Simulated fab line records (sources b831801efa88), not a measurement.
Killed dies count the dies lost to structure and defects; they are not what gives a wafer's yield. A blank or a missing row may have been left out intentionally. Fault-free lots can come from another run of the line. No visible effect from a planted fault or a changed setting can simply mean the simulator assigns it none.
A lot that was struck, set against a sound lot    flow sky130    43 steps out of a route of 708
Sound: these wafers, L666.3, L666.4, L666.6. Struck: wafers L679.1, L679.3, L679.6. The cause is named last.
Each step with rows lists, per side, the tool, then ch with its chambers, then its first start. Under that, the readings that differ: sound wafers    struck wafers    difference of the means    sigmas: that difference in standard deviations of wafers without a fault.
alike: a reading whose means differ by less than 2 such deviations, as well as words and numbers matching on both sides. not compared: withheld readings; readings where some wafer has no value; bounds like >300 that might hide an equal value; numbers whose values overlap and for which the record gives no deviation.
Wherever a step has rows on one side only, a row that says differs or no value, or a row with sigmas, the two part there. When numbers do not overlap yet have no deviation, they are printed without sigmas and do not part them. A reading that every wafer of one side lacks parts them only if that side has two wafers or more.

first, 5 steps without rows for these wafers: SKY_LDD_N_COAT_02 (resist thk 300 nm); SKY_LDD_N_SOFTBAKE_03 (time 60 s); SKY_LDD_N_EXPOSE_04 (exposes mask NTM, target cd 840 nm); SKY_LDD_N_PEB_05; SKY_LDD_N_DEVELOP_06 (develop time 60 s).
SKY_LDD_N_OVL_MEAS_07:
  sound: overlay-01 at day 19 09:53; struck: overlay-01 at day 24 06:22
  alike: LDD_N_OVL
then, 6 steps without rows for these wafers: SKY_LDD_N_IMPLANT_08; SKY_LDD_N_IMPLANT_09; SKY_LDD_N_IMPLANT_10; SKY_LDD_N_IMPLANT_11; SKY_LDD_N_IMPLANT_12; SKY_LDD_N_IMPLANT_13.
SKY_LDD_N_IMPLANT_14:
  sound on implanter-04 ch 0, day 19 10:51; struck on implanter-01 ch 0, day 24 07:17
after that, 1 step had no rows for these wafers: SKY_LDD_N_IMPLANT_15.
SKY_LDD_N_STRIP_16: strips in O2/N2.
  sound on plasma_asher-01 ch 0,1, day 19 11:08; struck on plasma_asher-04 ch 0,1, day 24 07:35
  alike: drypump_motor_current_A, n2_flow_sccm, oes_product_au, strip_time_to_endpoint_s
  not compared: rf_hours_counter_h
SKY_LDD_N_TW_MEAS_17:
  sound: film_metro-01 at day 19 11:13; struck: film_metro-01 at day 24 07:41
  alike: LDD_N_TW
then, 7 steps without rows for these wafers: SKY_LDD_P_DEHYDRATE_00 (time 60 s); SKY_LDD_P_HMDS_01 (prime time 60 s); SKY_LDD_P_COAT_02 (resist thk 1140 nm); SKY_LDD_P_SOFTBAKE_03 (time 60 s); SKY_LDD_P_EXPOSE_04 (exposes mask PSDM, target cd 380 nm); SKY_LDD_P_PEB_05; SKY_LDD_P_DEVELOP_06 (develop time 60 s).
SKY_LDD_P_CD_MEAS_07: target cd 380 nm.
  sound: cd_sem-01 at day 20 18:06; struck: cd_sem-02 at day 25 12:49
  alike: cd_nm
SKY_LDD_P_OVL_MEAS_08:
  sound: overlay-01 at day 20 18:11; struck: overlay-01 at day 25 12:56
  alike: LDD_P_OVL
after that, 1 step had no rows for these wafers: SKY_LDD_P_IMPLANT_09.
SKY_LDD_P_STRIP_10: strips in O2/N2.
  sound on plasma_asher-03 ch 0,1, day 20 18:24; struck on plasma_asher-02 ch 0,1, day 25 13:07
  alike: drypump_motor_current_A, n2_flow_sccm, oes_product_au, strip_time_to_endpoint_s
  not compared: rf_hours_counter_h
SKY_LDD_P_TW_MEAS_11:
  sound: film_metro-02 at day 20 18:29; struck: film_metro-01 at day 25 13:13
  alike: LDD_P_TW
then, 7 steps without rows for these wafers: SKY_LDD_HVN_DEHYDRATE_00 (time 60 s); SKY_LDD_HVN_HMDS_01 (prime time 60 s); SKY_LDD_HVN_COAT_02 (resist thk 300 nm); SKY_LDD_HVN_SOFTBAKE_03 (time 60 s); SKY_LDD_HVN_EXPOSE_04 (exposes mask HVNTM, target cd 700 nm); SKY_LDD_HVN_PEB_05; SKY_LDD_HVN_DEVELOP_06 (develop time 60 s).
SKY_LDD_HVN_OVL_MEAS_07:
  sound: overlay-01 at day 22 00:52; struck: overlay-01 at day 26 17:31
  alike: LDD_HVN_OVL
after that, 1 step had no rows for these wafers: SKY_LDD_HVN_IMPLANT_08.
SKY_LDD_HVN_STRIP_09: strips in O2/N2.
  sound on plasma_asher-04 ch 0,1, day 22 01:05; struck on plasma_asher-02 ch 0,1, day 26 17:41
  alike: drypump_motor_current_A, n2_flow_sccm, oes_product_au, strip_time_to_endpoint_s
  not compared: rf_hours_counter_h
SKY_LDD_HVN_TW_MEAS_10:
  sound: film_metro-01 at day 22 01:10; struck: film_metro-01 at day 26 17:47
  alike: LDD_HVN_TW
then, 3 steps without rows for these wafers: SKY_LDD_HVP_DEHYDRATE_00 (time 60 s); SKY_LDD_HVP_HMDS_01 (prime time 60 s); SKY_LDD_HVP_COAT_02 (resist thk 300 nm).
-- record jumps: 23 days separate the struck wafers' starts on either side; left off in module LDD_HVP, taken up again in module PAD_OPEN, whose first shown step is the route's number 708 --
SKY_PAD_OPEN_PROBE_99:
  sound: prober-01 at day 47 01:03; struck: prober-01 at day 49 21:07
reading                                     sound                 struck                difference  sigmas
model.etest.nfet_01v8_swapped.vt_sat_v (V)  0.6499 0.6347 0.6466  0.6555 0.6635 0.6599  +0.0159     
model.etest.nfet_01v8_lvt.vt_v (V)          0.6036 0.5976 0.602   0.6126 0.6113 0.6195  +0.0134     
  alike: killed_at_M0_to_M3, killed_at_M4_up, killed_at_contacts, killed_at_front_end, killed_at_other, killed_dies, killed_open, killed_short

## WHERE THEY PART
Nowhere in this record.

WHY: what had been put in by the simulator
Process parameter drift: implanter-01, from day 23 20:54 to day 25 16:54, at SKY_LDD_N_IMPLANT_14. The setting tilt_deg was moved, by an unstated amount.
